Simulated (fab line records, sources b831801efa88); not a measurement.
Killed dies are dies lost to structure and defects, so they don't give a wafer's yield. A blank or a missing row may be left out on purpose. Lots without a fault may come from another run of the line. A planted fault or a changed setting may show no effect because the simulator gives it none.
Which tool did it? | flow gf180mcu | 13 lots, 39 wafers sampled, at 6 steps of a route of 602

WHAT THE GAUGES READ, wafer by wafer
GF_HV_LDD_OVL_MEAS_32. Usual: HV_LDD_02_OVL 2.2 nm, standard deviation 1.4.
lot  | measured     | on         | HV_LDD_02_OVL (nm) | flag
L139 | day 11 03:49 | overlay-02 | 2.9 1.7 1.6        |
L140 | day 12 04:06 | overlay-01 | 2.4 2.1 1.3        |
L141 | day 12 18:44 | overlay-01 | 2.9 3.2 2.9        |
L142 | day 12 20:36 | overlay-01 | 4.6 3.5 1.3        |
L143 | day 13 08:51 | overlay-02 | 1.0 2.4 3.1        |
L144 | day 13 19:48 | overlay-02 | 3.3 4.5 2.1        |
L145 | day 13 23:47 | overlay-02 | 2.0 2.1 2.3        |
L147 | day 14 11:49 | overlay-01 | -1.0 0.3 -0.6      |
L149 | day 15 05:46 | overlay-01 | 1.1 1.0 0.8        |
L150 | day 15 15:23 | overlay-02 | 3.6 1.7 1.1        |
L151 | day 15 17:49 | overlay-01 | 1.9 2.0 3.6        |
L154 | day 16 19:17 | overlay-02 | 0.5 3.8 1.6        |
L161 | day 18 19:04 | overlay-01 | 0.1 0.2 0.3        |

GF_HV_LDD_TW_MEAS_38. Usual: HV_LDD_3_TW 1437, standard deviation 17.
lot  | measured     | on            | HV_LDD_3_TW    | flag
L139 | day 11 04:32 | film_metro-03 | 1456 1456 1462 |
L140 | day 12 04:50 | film_metro-01 | 1414 1413 1412 |
L141 | day 12 19:29 | film_metro-04 | 1443 1440 1446 |
L142 | day 12 21:20 | film_metro-04 | 1450 1450 1447 |
L143 | day 13 09:35 | film_metro-03 | 1460 1456 1455 |
L144 | day 13 20:32 | film_metro-01 | 1418 1411 1407 |
L145 | day 14 00:32 | film_metro-04 | 1444 1438 1446 |
L147 | day 14 12:33 | film_metro-04 | 1444 1445 1437 |
L149 | day 15 06:30 | film_metro-01 | 1413 1420 1422 |
L150 | day 15 16:08 | film_metro-04 | 1436 1436 1430 |
L151 | day 15 18:34 | film_metro-03 | 1459 1463 1453 |
L154 | day 16 20:02 | film_metro-01 | 1394 1403 1406 |
L161 | day 18 19:48 | film_metro-03 | 1459 1453 1457 |

GF_HV_LDD_RS_MEAS_53: measures by four-point-probe. Usual: HV_LDD_RS 417.9 ohm/sq, standard deviation 0.91.
lot  | measured     | on            | HV_LDD_RS (ohm/sq) | flag
L139 | day 11 23:34 | film_metro-01 | 416.2 416.6 417.9  |
L140 | day 13 00:35 | film_metro-03 | 417.7 419.2 419.0  |
L141 | day 13 15:23 | film_metro-03 | 417.7 418.2 417.9  |
L142 | day 13 17:25 | film_metro-01 | 417.9 417.1 418.0  |
L143 | day 14 06:22 | film_metro-01 | 418.0 418.1 417.4  |
L144 | day 14 17:19 | film_metro-01 | 416.7 417.7 417.8  |
L145 | day 14 21:43 | film_metro-01 | 417.5 417.3 416.7  |
L147 | day 15 10:45 | film_metro-01 | 417.9 416.5 418.6  |
L149 | day 16 04:38 | film_metro-04 | 416.7 417.3 417.2  |
L150 | day 16 14:49 | film_metro-01 | 416.2 416.6 416.9  |
L151 | day 16 17:13 | film_metro-04 | 417.6 417.2 417.4  |
L154 | day 17 20:19 | film_metro-03 | 418.6 419.2 418.5  |
L161 | day 19 20:23 | film_metro-01 | 416.5 417.3 417.6  |

GF_PSD_RS_MEAS_14: measures by four-point-probe. Usual: NSD_RS 46.10 ohm/sq, standard deviation 0.077.
lot  | measured     | on            | NSD_RS (ohm/sq)   | flag
L139 | day 13 17:29 | film_metro-02 | 46.14 46.16 46.19 |
L140 | day 14 21:21 | film_metro-01 | 46.15 45.96 46.07 |
L141 | day 15 13:02 | film_metro-02 | 45.96 46.14 46.14 |
L142 | day 15 14:20 | film_metro-03 | 46.05 46.02 46.23 |
L143 | day 16 04:12 | film_metro-03 | 46.10 46.08 46.01 |
L144 | day 16 15:50 | film_metro-01 | 46.14 46.20 46.06 |
L145 | day 16 21:56 | film_metro-03 | 46.13 46.26 46.20 |
L147 | day 17 11:10 | film_metro-03 | 46.03 46.07 46.07 |
L149 | day 18 06:22 | film_metro-01 | 46.08 46.12 46.06 |
L150 | day 18 15:49 | film_metro-01 | 46.08 46.06 46.05 |
L151 | day 18 22:07 | film_metro-01 | 50.40 50.44 50.62 | OFF
L154 | day 20 00:56 | film_metro-03 | 50.40 50.44 50.54 | OFF
L161 | day 22 00:11 | film_metro-02 | 46.11 46.16 46.18 |

GF_PSD_RS_MEAS_15: measures by four-point-probe. Usual: PSD_RS 108.50 ohm/sq, standard deviation 0.24.
lot  | measured     | on            | PSD_RS (ohm/sq)      | flag
L139 | day 13 17:36 | film_metro-02 | 108.31 108.50 108.40 |
L140 | day 14 21:28 | film_metro-01 | 108.40 108.46 108.37 |
L141 | day 15 13:09 | film_metro-02 | 108.43 108.43 108.60 |
L142 | day 15 14:27 | film_metro-03 | 108.61 108.46 108.43 |
L143 | day 16 04:19 | film_metro-03 | 108.29 108.58 108.45 |
L144 | day 16 15:58 | film_metro-01 | 108.63 108.67 108.33 |
L145 | day 16 22:03 | film_metro-03 | 108.65 109.07 109.00 |
L147 | day 17 11:17 | film_metro-03 | 108.68 108.64 108.38 |
L149 | day 18 06:29 | film_metro-01 | 108.94 108.74 108.81 |
L150 | day 18 15:56 | film_metro-01 | 108.48 108.56 108.58 |
L151 | day 18 22:14 | film_metro-01 | 133.21 133.17 132.88 | OFF
L154 | day 20 01:03 | film_metro-03 | 133.27 133.02 133.39 | OFF
L161 | day 22 00:19 | film_metro-02 | 108.62 108.90 108.54 |

WHICH TOOL RAN EACH LOT (tool, then ch and the chambers of the sampled wafers, then the start)
lot  | GF_PSD_RTA_13
L139 | rtp_anneal-02 ch 0, day 13 17:23
L140 | rtp_anneal-01 ch 0, day 14 21:16
L141 | rtp_anneal-01 ch 0, day 15 12:57
L142 | rtp_anneal-01 ch 0, day 15 14:15
L143 | rtp_anneal-01 ch 0, day 16 04:07
L144 | rtp_anneal-01 ch 0, day 16 15:46
L145 | rtp_anneal-01 ch 0, day 16 21:51
L147 | rtp_anneal-01 ch 0, day 17 11:04
L149 | rtp_anneal-01 ch 0, day 18 06:16
L150 | rtp_anneal-01 ch 0, day 18 15:44
L151 | rtp_anneal-01 ch 0, day 18 21:59
L154 | rtp_anneal-01 ch 0, day 20 00:51
L161 | rtp_anneal-02 ch 0, day 22 00:06
- GF_PSD_RTA_13: time 20 s.

WHAT THE TOOLS THEMSELVES READ (means of the sampled wafers that have a number; where no wafer has one, the mark that the record gives instead)
GF_PSD_RTA_13. Usual: lamp_power_pct 32.8 %, standard deviation 0.97; wafer_temp_C_max 1028.7, standard deviation 1.
lot  | tool          | lamp_power_pct (%) | wafer_temp_C_max | flag
L139 | rtp_anneal-02 | 34.6               | 1029.8           |
L140 | rtp_anneal-01 | 32.3               | 1028.8           |
L141 | rtp_anneal-01 | 32.3               | 1027.9           |
L142 | rtp_anneal-01 | 32.3               | 1028.6           |
L143 | rtp_anneal-01 | 32.3               | 1028.9           |
L144 | rtp_anneal-01 | 32.3               | 1028.0           |
L145 | rtp_anneal-01 | 32.3               | 1028.3           |
L147 | rtp_anneal-01 | 32.3               | 1028.0           |
L149 | rtp_anneal-01 | 32.3               | 1027.8           |
L150 | rtp_anneal-01 | 32.3               | 1028.2           |
L151 | rtp_anneal-01 | 29.5               | 994.3            | OFF
L154 | rtp_anneal-01 | 29.4               | 993.2            | OFF
L161 | rtp_anneal-02 | 34.7               | 1029.9           |

THE ANSWER, worked out from the rows above alone
Rule: a lot is off if the mean of its wafers that have a number lies more than 3 standard deviations from the usual mean. A lot without any number at a reading at which 4 lots or more have one is off too. The other lots that the step has rows for count as sound. The gauges are gone through in route order, then the tools' own readings, and for those a lot's mean is taken as printed above. The first step at which some lot is off is used, and at that step the reading that is off furthest; a lot without a number counts as furthest.
Off: L151, L154, at GF_PSD_RS_MEAS_14 (NSD_RS).
A tool fits if, at a process step before that reading, it ran every lot that is off, and no sound lot after the first of them. The gauges at GF_PSD_RS_MEAS_14 aren't tried: what is off there is off at GF_PSD_RTA_13 too, on other tools, and a gauge's error can't cause that. One fits: rtp_anneal-01 at GF_PSD_RTA_13. Its last sound lot is L150 (day 18 15:44), its first lot that is off L151 (day 18 21:59): a fault that began between those two fits.
The tool's own readings at GF_PSD_RTA_13 bear it out: on the lots that are off they differ by more than 5 times the standard deviation of the sound lots' means. wafer_temp_C_max reads 993.8 there against 1028.6 on the sound lots.

WHAT THE SIMULATOR HAD PUT IN
Process parameter drift: rtp_anneal-01, from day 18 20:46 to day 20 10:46, at GF_PSD_RTA_13. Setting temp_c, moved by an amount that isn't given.
Lots struck among those shown: L151, L154. The rule above found the same.
